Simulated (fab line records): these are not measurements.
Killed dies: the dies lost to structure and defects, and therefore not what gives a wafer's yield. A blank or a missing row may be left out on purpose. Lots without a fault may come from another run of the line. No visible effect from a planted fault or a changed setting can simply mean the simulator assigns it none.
Matching of chambers | flow sky130 | 4 sister chambers for SKY_VIA2_CMP_24 on cmp-01
The step polishes, stops on SiO2, t overpolish 20 s, target thk 0 nm. 4 wafers are shown with their chamber, then 8 later ones without.

## EACH WAFER AND ITS CHAMBER
wafer  | chamber | motor current A (A)
L155.3 | 0       | 8.9
L159.3 | 2       | 12.3
L159.5 | 3       | 9.4
L165.1 | 1       | 12.0

## WAFERS WITHOUT THEIR CHAMBER
wafer  | motor current A (A)
L165.5 | 11.8
L165.6 | 12.4
L166.2 | 12.5
L166.4 | 12.3
L166.5 | 9.2
L168.1 | 12.5
L168.5 | 9.4
L168.6 | 9.2

## THE CHAMBER EACH PASSED THROUGH
wafer  | from the rows above     | in truth
L165.5 | can't be placed: 1 or 2 | 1
L165.6 | can't be placed: 2 or 1 | 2
L166.2 | can't be placed: 2 or 1 | 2
L166.4 | can't be placed: 2 or 1 | 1
L166.5 | can't be placed: 3 or 0 | 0
L168.1 | can't be placed: 2 or 1 | 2
L168.5 | 3                       | 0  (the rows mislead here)
L168.6 | can't be placed: 3 or 0 | 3
0 of 8 placed correctly. Can't be placed from these rows: 7 (the true chamber is among the candidates in 7). Placed wrongly: 1.
How it was worked out, from the rows above alone: a wafer's distance from a chamber is the root of the sum, over the readings, of the square of ((its reading less the chamber's mean) divided by the reading's scatter). If the next closest chamber is less than 2 further off than the closest, the wafer can't be placed; otherwise it belongs to the closest. Each chamber's mean is taken over the wafers shown for it. The scatter: root of mean squared gap, hidden wafer to nearest shown wafer, with one shown wafer a chamber.
